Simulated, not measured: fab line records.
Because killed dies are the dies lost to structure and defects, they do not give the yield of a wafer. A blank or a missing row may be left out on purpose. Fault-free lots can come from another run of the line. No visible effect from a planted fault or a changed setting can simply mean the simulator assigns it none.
Comparing a struck lot with a sound one | flow gf180mcu | 15 steps out of a route of 602
Sound: the wafers L926.2, L926.3, L926.5. Wafers L936.1, L936.3, L936.4 were the ones struck. Last of all comes the cause.
At each step with rows: each side's tool, then ch and its chambers, then its first start. Under that, the readings that differ: sound wafers | struck wafers | difference of the means | sigmas: that difference in standard deviations of wafers without a fault.
alike: words and numbers the same on both sides, and readings whose means are apart by under 2 such deviations; not compared: readings that were withheld, readings missing a value for some wafer, numbers with overlapping values and no deviation given by the record, and bounds like >300 which may hide the same value.
A row with sigmas, a row that says differs or no value, or rows on one side alone: a step with any of these is where the two part. Numbers that have no deviation but don't overlap get no sigmas and don't part them. A reading that every wafer of one side lacks parts them only if that side has two wafers or more.

first, 1 step without rows for these wafers: GF_V4_ETCH_16 (etches BARC in N2/H2).
GF_V4_ETCH_17: etches SiO2 in C4F8/O2/Ar, stops on TiN, target depth 630 nm.
  sound: rie diel-02 ch 2,3; struck: rie diel-02 ch 0,1,2
  alike: oes product au
GF_V4_STRIP_18: strips in O2/N2.
  sound on plasma asher-01 ch 0,1, day 24 09:04; struck on plasma asher-03 ch 0,1, day 27 18:01
  alike: drypump motor current A, heater power w, o2 flow sccm, oes product au
  not compared: rf hours counter h
then, 2 steps without rows for these wafers: GF_V4_STRIP_19 (strips in post etch residue remover, time 1200 s); GF_V4_CLEAN_20 (cleans in DIW).
GF_V4_SPUTTER_21: material Ti, target thk 15 nm, time 80.02 s.
  struck on pvd sputter-02, day 27 18:33; sound on pvd sputter-03, day 24 09:37
  alike: cathode dc power W, throttle valve pct
then, 1 step without rows for these wafers: GF_V4_SPUTTER_22 (material TiN, target thk 10 nm, time 40 s).
GF_V4_CVD_23: deposits W, target thk 350 nm, time 104.9 s.
  sound on cvd w-01 ch 1, day 24 09:43; struck on cvd w-01 ch 0,1, day 27 18:39
  alike: heater power w
GF_V4_RS_MEAS_24: measurement is done with a four-point probe.
  struck on film metro-01, day 27 18:46; sound on film metro-04, day 24 09:50
  alike: V4_W_RS
GF_V4_THK_MEAS_25: measures by xrf.
  struck on film metro-01, day 27 18:53; sound on film metro-04, day 24 09:57
  alike: V4_W_THK
then, 1 step without rows for these wafers: GF_V4_CMP_26 (polishes, stops on SiO2, t overpolish 15 s, target thk 0 nm).
GF_MIM_SPUTTER_00: material Ti, target thk 37.5 nm, time 150 s.
  struck on pvd sputter-04, day 27 19:14; sound on pvd sputter-04, day 24 10:18
  alike: cathode dc power W, throttle valve pct
GF_MIM_SPUTTER_01: material TiN, target thk 30 nm, time 25 s.
  struck on pvd sputter-04, day 27 19:20; sound on pvd sputter-04, day 24 10:24
  reading                                 | sound                | struck               | difference | sigmas
  cathode dc power W (W)                  | 6500.8 6500.1 6500.0 | 6211.4 6210.9 6211.6 | -289.0     | -99 or more
  model.TiN_of_MIM_SPUTTER_01.thk nm (nm) | 30.29 29.94 30.03    | 28.54 29.29 28.65    | -1.26      |
  alike: throttle valve pct
then, 2 steps without rows for these wafers: GF_MIM_SPUTTER_02 (material AlCu, target thk 450 nm, time 23.9 s); GF_PASSIVATION_PROBE_99.

== WHERE THEY PART ==
GF_MIM_SPUTTER_01 only, going by this record.

WHY: what the simulator had put in
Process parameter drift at GF_MIM_SPUTTER_01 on pvd sputter-04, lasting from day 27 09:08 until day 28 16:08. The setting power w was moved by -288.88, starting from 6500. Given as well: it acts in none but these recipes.
